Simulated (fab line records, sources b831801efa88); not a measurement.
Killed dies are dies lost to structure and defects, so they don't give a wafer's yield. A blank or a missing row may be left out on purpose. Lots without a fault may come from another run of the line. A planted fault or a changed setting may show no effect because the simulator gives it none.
Chamber matching | flow sky130 | SKY_VIA2_ETCH_14 on rie_diel-02: 4 sister chambers
The step etches BARC in N2/H2, stops on SiO2, time 45.9 s, target depth 60 nm. 4 wafers are shown with their chamber, then 12 later ones without.

WAFERS WITH THEIR CHAMBER
wafer  | chamber | drypump_motor_current_A (A)
L083.3 | 2       | 5.3
L087.1 | 0       | 5.8
L087.2 | 3       | 5.8
L087.3 | 1       | 6.5

WAFERS WITHOUT THEIR CHAMBER
wafer  | drypump_motor_current_A (A)
L087.4 | 5.3
L087.5 | 5.8
L087.6 | 5.8
L088.2 | 5.3
L088.3 | 6.5
L088.6 | 5.7
L090.1 | 5.8
L090.2 | 5.7
L090.6 | 5.7
L097.2 | 5.3
L097.3 | 6.5
L097.6 | 5.3

WHICH CHAMBER EACH WENT THROUGH
wafer  | from the rows above     | in truth
L087.4 | 2                       | 2
L087.5 | can't be placed: 0 or 3 | 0
L087.6 | can't be placed: 0 or 3 | 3
L088.2 | 2                       | 2
L088.3 | 1                       | 1
L088.6 | can't be placed: 0 or 3 | 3
L090.1 | can't be placed: 0 or 3 | 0
L090.2 | can't be placed: 0 or 3 | 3
L090.6 | can't be placed: 0 or 3 | 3
L097.2 | 2                       | 2
L097.3 | 1                       | 1
L097.6 | 2                       | 2
Placed correctly: 6 of 12. Can't be placed from these rows: 6 (the true chamber is among the candidates in 6). Placed wrongly: 0.
How it was worked out, from the rows above alone: a wafer's distance from a chamber is the root of the sum, over the readings, of the square of ((its reading less the chamber's mean) divided by the reading's scatter). The wafer belongs to the nearest chamber; if the next one is less than 2 further off, it can't be placed. A chamber's mean is the mean of its shown wafers. The scatter: with one shown wafer a chamber, the root of the mean of the squares of how far each hidden wafer lies from its nearest shown one.
